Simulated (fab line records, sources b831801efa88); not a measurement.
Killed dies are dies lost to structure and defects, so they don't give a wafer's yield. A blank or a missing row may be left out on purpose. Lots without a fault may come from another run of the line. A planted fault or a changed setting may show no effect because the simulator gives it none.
Problem report in the 8D (eight disciplines) form, filled by code | flow gf180mcu | the parts of the form that need people (team, actions taken, sign-off) are left out

1. THE PROBLEM
V1_CVD_02_THK at GF_V1_THK_MEAS_03 reads a mean of 978 nm on 6 wafers of 2 lots; wafers without a fault read 850 nm with a standard deviation of 12. That is +11 standard deviations from the usual mean.
First seen on wafer L319.1, day 20 11:53, on film_metro-03. The record holds 33 wafers of 11 lots with a number at this step. Rule for "out", or "out of limits": more than 4 standard deviations from the usual mean. The other wafers with a number count as sound.

2. WHAT IT IS AND WHAT IT IS NOT
question                    | is                           | is not
which readings at this step | V1_CVD_02_THK                | -
which lots                  | L319, L321                   | L311, L315, L316, L317, L325, L329, L330, L332, L333
which wafers of those lots  | all that have a number       | -
read on which gauges        | film_metro-02, film_metro-03 | film_metro-01
when                        | from day 20 11:53            | up to then (12 sound wafers); but 15 sound wafers of L325, L329, L330, L332, L333 came after

3. SUSPECTS, AND WHAT RULES EACH OUT
Counting: a tool at a process step up to the reading stays a suspect if it ran every lot that is out and no sound lot after the first of them.
- the gauge at GF_V1_THK_MEAS_03: ruled out. The wafers that are out were read on 2 gauges (film_metro-02, film_metro-03).
- rie_diel-04 at GF_CONTACT_ETCH_16 (etches BARC in N2/H2): ruled out as a lasting fault. Sound lots L325, L330, L332 ran on it after its first lot that is out, L319 (day 19 09:18).
- pecvd-01 at GF_V1_CVD_02 (deposits SiO2 from TEOS, target thk 850 nm, time 94.851 s): ruled out as a lasting fault. Sound lots L330, L332 ran on it after its first lot that is out, L319 (day 20 11:47).
Left after counting: nothing in the record.

4. THE CAUSE (what the simulator had put in)
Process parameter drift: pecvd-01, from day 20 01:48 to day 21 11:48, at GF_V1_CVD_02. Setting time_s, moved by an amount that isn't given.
Counting ruled it out, wrongly: the rule takes a fault to strike every lot that its tool runs from its start on, and this one did not.

5. THE CHAIN OF EFFECTS, in route order
Each row: a reading whose mean over the struck wafers that have a number lies more than 3 standard deviations from the usual. Only readings for which the record gives a usual standard deviation are gone through. hours: the time from each lot's start at the first step in this table that gives one to its start at this step, as a median over the lots. sigmas: the change in usual standard deviations.
hours | step              | reading            | usual   | on struck wafers | change | sigmas
0     | GF_V1_CVD_02      | run_length_s       | 122.8 s | 137.5            | +14.7  | +26
0     | GF_V1_THK_MEAS_03 | V1_CVD_02_THK      | 850 nm  | 978              | +128   | +11
0     | GF_V1_CMP_04      | time_to_endpoint_s | 79 s    | 125              | +46    | +8.6
The process steps in it:
- GF_V1_CVD_02: deposits SiO2 from TEOS, target thk 850 nm, time 94.851 s.
- GF_V1_CMP_04: polishes SiO2.
Later measuring or inspecting steps at which every struck wafer that the step has a row for has a number for every such reading, and none has moved that far: GF_V1_OVL_MEAS_15.

6. WHAT WOULD HAVE CAUGHT IT SOONER
In this record the first reading out of limits at a measuring or inspecting step was taken at day 20 11:53, 10 hours after the fault began at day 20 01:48.
The tool's own readings at GF_V1_CVD_02 were out on every struck wafer that the step has a row for (run_length_s): an alarm limit on them would have fired on the first of those.
